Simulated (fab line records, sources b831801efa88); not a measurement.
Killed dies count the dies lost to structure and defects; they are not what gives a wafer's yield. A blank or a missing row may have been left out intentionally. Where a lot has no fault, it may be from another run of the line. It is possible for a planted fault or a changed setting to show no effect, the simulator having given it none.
Chamber matching / flow sky130 / SKY_POLY_CUT_ETCH_11 on rie_diel-01: 4 sister chambers
The step etches Si3N4 in CF4/CH2F2/Ar, stops on poly-Si, time 42.5 s, target depth 60 nm. 4 wafers are shown with their chamber, then 12 later ones without.

== WAFERS, EACH WITH ITS CHAMBER ==
wafer=L087.6; chamber=1; drypump_motor_current_A (A)=6.0
wafer=L088.4; chamber=0; drypump_motor_current_A (A)=4.9
wafer=L088.5; chamber=2; drypump_motor_current_A (A)=6.3
wafer=L088.6; chamber=3; drypump_motor_current_A (A)=5.7

== WAFERS WHOSE CHAMBER IS MISSING ==
wafer=L090.1; drypump_motor_current_A (A)=6.2
wafer=L090.2; drypump_motor_current_A (A)=5.6
wafer=L090.5; drypump_motor_current_A (A)=5.7
wafer=L097.1; drypump_motor_current_A (A)=6.0
wafer=L097.5; drypump_motor_current_A (A)=6.2
wafer=L097.6; drypump_motor_current_A (A)=6.0
wafer=L094.2; drypump_motor_current_A (A)=5.7
wafer=L094.3; drypump_motor_current_A (A)=6.0
wafer=L094.4; drypump_motor_current_A (A)=5.7
wafer=L095.1; drypump_motor_current_A (A)=6.0
wafer=L095.3; drypump_motor_current_A (A)=5.7
wafer=L095.5; drypump_motor_current_A (A)=6.3

== WHICH CHAMBER EACH ONE RAN IN ==
wafer=L090.1; from the rows above=2; in truth=2
wafer=L090.2; from the rows above=3; in truth=3
wafer=L090.5; from the rows above=3; in truth=3
wafer=L097.1; from the rows above=1; in truth=1
wafer=L097.5; from the rows above=2; in truth=2
wafer=L097.6; from the rows above=1; in truth=1
wafer=L094.2; from the rows above=3; in truth=3
wafer=L094.3; from the rows above=1; in truth=1
wafer=L094.4; from the rows above=3; in truth=3
wafer=L095.1; from the rows above=1; in truth=1
wafer=L095.3; from the rows above=3; in truth=3
wafer=L095.5; from the rows above=2; in truth=2
12 of 12 placed correctly. Left unplaced by these rows: 0. Number placed wrongly: 0.
How it was worked out, from the rows above alone: a wafer's distance from a chamber is the root of the sum, over the readings, of the square of ((its reading less the chamber's mean) divided by the reading's scatter). If the next closest chamber is less than 2 further off than the closest, the wafer can't be placed; otherwise it belongs to the closest. For every chamber, the mean is computed from those of its wafers that are shown. The scatter: with one shown wafer a chamber, the root of the mean of the squares of how far each hidden wafer lies from its nearest shown one.
